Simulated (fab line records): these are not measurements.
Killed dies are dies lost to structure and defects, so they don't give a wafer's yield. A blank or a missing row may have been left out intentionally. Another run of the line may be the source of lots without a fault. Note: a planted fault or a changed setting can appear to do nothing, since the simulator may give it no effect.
A struck lot beside a sound one | flow sky130 | 43 out of 708 route steps
Sound: the wafers L876.1, L876.2, L876.3. Struck: wafer L894.1. (L894.2, L894.6 of the same lot were not struck and are left out.) The cause comes at the end.
For every step that has rows: the tool of each side, followed by ch and its chambers, followed by its first start. Under that, the readings that differ: sound wafers | struck wafers | difference of the means | sigmas: that difference in standard deviations of wafers without a fault.
alike: a reading whose means differ by less than 2 such deviations, as well as words and numbers matching on both sides. not compared: withheld readings; readings where some wafer has no value; bounds like >300 that might hide an equal value; numbers whose values overlap and for which the record gives no deviation.
Wherever a step has rows on one side only, a row that says differs or no value, or a row with sigmas, the two part there. When numbers do not overlap yet have no deviation, they are printed without sigmas and do not part them. A reading that every wafer of one side lacks parts them only if that side has two wafers or more.

first, 4 steps without rows for these wafers: SKY_VIA3_CLEAN_18 (cleans in IPA, time 180 s); SKY_VIA3_CLEAN_19 (cleans in O3/DIW); SKY_VIA3_SPUTTER_20 (material TiN, target thk 20 nm, time 80 s); SKY_VIA3_CVD_21 (deposits W, target thk 390 nm, time 117.31 s).
SKY_VIA3_RS_MEAS_22: measures by four-point-probe.
  sound on film metro-04 at day 39 16:25; struck on film metro-04 at day 44 21:30
  alike: VIA3_W_RS
SKY_VIA3_THK_MEAS_23: measures by xrf.
  sound on film metro-04 at day 39 16:32; struck on film metro-04 at day 44 21:37
  alike: VIA3_W_THK
then, 2 steps without rows for these wafers: SKY_VIA3_CMP_24 (polishes, stops on SiO2, t overpolish 20 s, target thk 0 nm); SKY_METAL4_SPUTTER_00 (material Ti, target thk 15 nm, time 10 s).
SKY_METAL4_SPUTTER_01: material TiN, target thk 20 nm, time 16.7 s.
  sound on pvd sputter-04 at day 39 16:56; struck on pvd sputter-02 at day 44 22:00
  alike: throttle valve pct
SKY_METAL4_SPUTTER_02: material AlCu, target thk 735 nm, time 39.1 s.
  sound on pvd sputter-04 at day 39 16:57; struck on pvd sputter-02 at day 44 22:02
  alike: throttle valve pct
then, 1 step without rows for these wafers: SKY_METAL4_SPUTTER_03 (material Ti, target thk 5 nm, time 3.3 s).
SKY_METAL4_SPUTTER_04: material TiN, target thk 70 nm, time 58.3 s.
  sound on pvd sputter-04 at day 39 17:01; struck on pvd sputter-02 at day 44 22:05
  alike: throttle valve pct
SKY_CAP2M_CVD_00: deposits SiO2, target thk 15.5 nm.
  sound on pecvd-03 ch 0,1,2, day 39 17:04; struck on pecvd-01 ch 2, day 44 22:08
  alike: heater power w
SKY_CAP2M_THK_MEAS_01:
  sound on film metro-02 at day 39 17:05; struck on film metro-03 at day 44 22:09
  alike: CAP2M_CVD_00_THK
SKY_CAP2M_SPUTTER_02: material TiN, target thk 200 nm, time 166.7 s.
  sound on pvd sputter-02 at day 39 17:08; struck on pvd sputter-01 at day 44 22:13
  alike: throttle valve pct
SKY_CAP2M_RS_MEAS_03: measures by four-point-probe.
  sound on film metro-01 at day 39 17:15; struck on film metro-03 at day 44 22:19
  alike: CAP2M_TIN_RS
SKY_CAP2M_THK_MEAS_04: measures by xrf.
  sound on film metro-01 at day 39 17:22; struck on film metro-03 at day 44 22:26
  alike: CAP2M_TIN_THK
then, 7 steps without rows for these wafers: SKY_CAP2M_DEHYDRATE_05 (time 60 s); SKY_CAP2M_HMDS_06 (prime time 60 s); SKY_CAP2M_COAT_07 (resist thk 1140 nm); SKY_CAP2M_SOFTBAKE_08 (time 60 s); SKY_CAP2M_EXPOSE_09 (exposes mask CAP2M, target cd 1000 nm); SKY_CAP2M_PEB_10; SKY_CAP2M_DEVELOP_11 (develop time 60 s).
SKY_CAP2M_OVL_MEAS_12:
  sound on overlay-02 at day 40 17:44; struck on overlay-01 at day 45 19:14
  reading        | sound        | struck | difference | sigmas
  CAP2M_OVL (nm) | 0.7 1.5 -0.2 | -3.0   | -3.7       | -2
then, 13 steps without rows for these wafers: SKY_CAP2M_METAL_ETCH_13 (etches TiN in Cl2/BCl3, stops on SiO2, target depth 220 nm, time 62.9 s); SKY_CAP2M_STRIP_14 (strips in O2/N2); SKY_CAP2M_STRIP_15 (strips in post etch residue remover, time 1200 s); SKY_CAP2M_CLEAN_16 (cleans in IPA, time 180 s); SKY_CAP2M_CLEAN_17 (cleans in O3/DIW); SKY_METAL4_DEHYDRATE_05 (time 60 s); SKY_METAL4_HMDS_06 (prime time 60 s); SKY_METAL4_COAT_07 (resist thk 60 nm); SKY_METAL4_COAT_08 (resist thk 1140 nm); SKY_METAL4_SOFTBAKE_09 (time 90 s); SKY_METAL4_EXPOSE_10 (exposes mask MM4, target cd 300 nm); SKY_METAL4_PEB_11; SKY_METAL4_DEVELOP_12 (develop time 60 s).
SKY_METAL4_CD_MEAS_13: the cd target is 300 nm.
  sound on cd sem-01 at day 41 18:13; struck on cd sem-01 at day 46 16:50
  alike: cd nm
SKY_METAL4_OVL_MEAS_14:
  sound on overlay-01 at day 41 18:20; struck on overlay-02 at day 46 16:58
  alike: METAL4_OVL
SKY_METAL4_DESCUM_15: chemistry O2, time 8 s.
  sound on rie metal-01 ch 0,1, day 41 18:22; struck on rie metal-01 ch 1, day 46 16:59
  reading                     | sound       | struck | difference | sigmas
  drypump motor current A (A) | 6.8 5.6 5.6 | 6.8    | +0.8       | +2
  alike: oes product au
  not compared: rf hours counter h
then, 1 step without rows for these wafers: SKY_METAL4_ETCH_16 (etches BARC in N2/H2, stops on SiO2, time 88.2 s, target depth 60 nm).
-- the record jumps here: 3 days lie between the struck wafers' starts before and after (it left off in module METAL4 and takes up again in module PAD_OPEN, whose first step shown is number 708 of the route) --
SKY_PAD_OPEN_PROBE_99:
  sound on prober-01 at day 45 18:41; struck on prober-01 at day 50 02:40
  reading                               | sound             | struck | difference | sigmas
  defect limited yield (%)              | 83.7 81.5 82.5    | 74.8   | -7.8       | -4
  killed at other                       | 0 0 0             | 52     | +52        | +99 or more
  killed dies                           | 80 91 86          | 124    | +38        | +4
  sort_bin_3_pad_short (%)              | 0.8 0 0.4         | 3.3    | +2.9       | +7
  sort n pass                           | 412 401 406       | 368    | -38        | -4
  sort yield pct (%)                    | 83.7 81.5 82.5    | 74.8   | -7.8       | -4
  model.etest.tester.sort n pass        | 412 401 406       | 368    | -38        |
  model.etest.tester.sort yield pct (%) | 83.74 81.5 82.52  | 74.8   | -7.8       |
  model.etest.tester.sort_bin_5_pct (%) | 9.756 14.43 11.38 | 14.84  | +2.98      |
  model.etest.tester.sort_bin_3_pct (%) | 0.813 0 0.4065    | 3.252  | +2.845     |
  alike: killed_at_M0_to_M3, killed_at_M4_up, killed at contacts, killed at front end, killed open, killed short, sort_bin_5_function, sort_bin_6_memory

== WHERE THEY PART ==
First at SKY_CAP2M_OVL_MEAS_12; last, within this record, at SKY_PAD_OPEN_PROBE_99.

WHY: whatever the simulator had introduced
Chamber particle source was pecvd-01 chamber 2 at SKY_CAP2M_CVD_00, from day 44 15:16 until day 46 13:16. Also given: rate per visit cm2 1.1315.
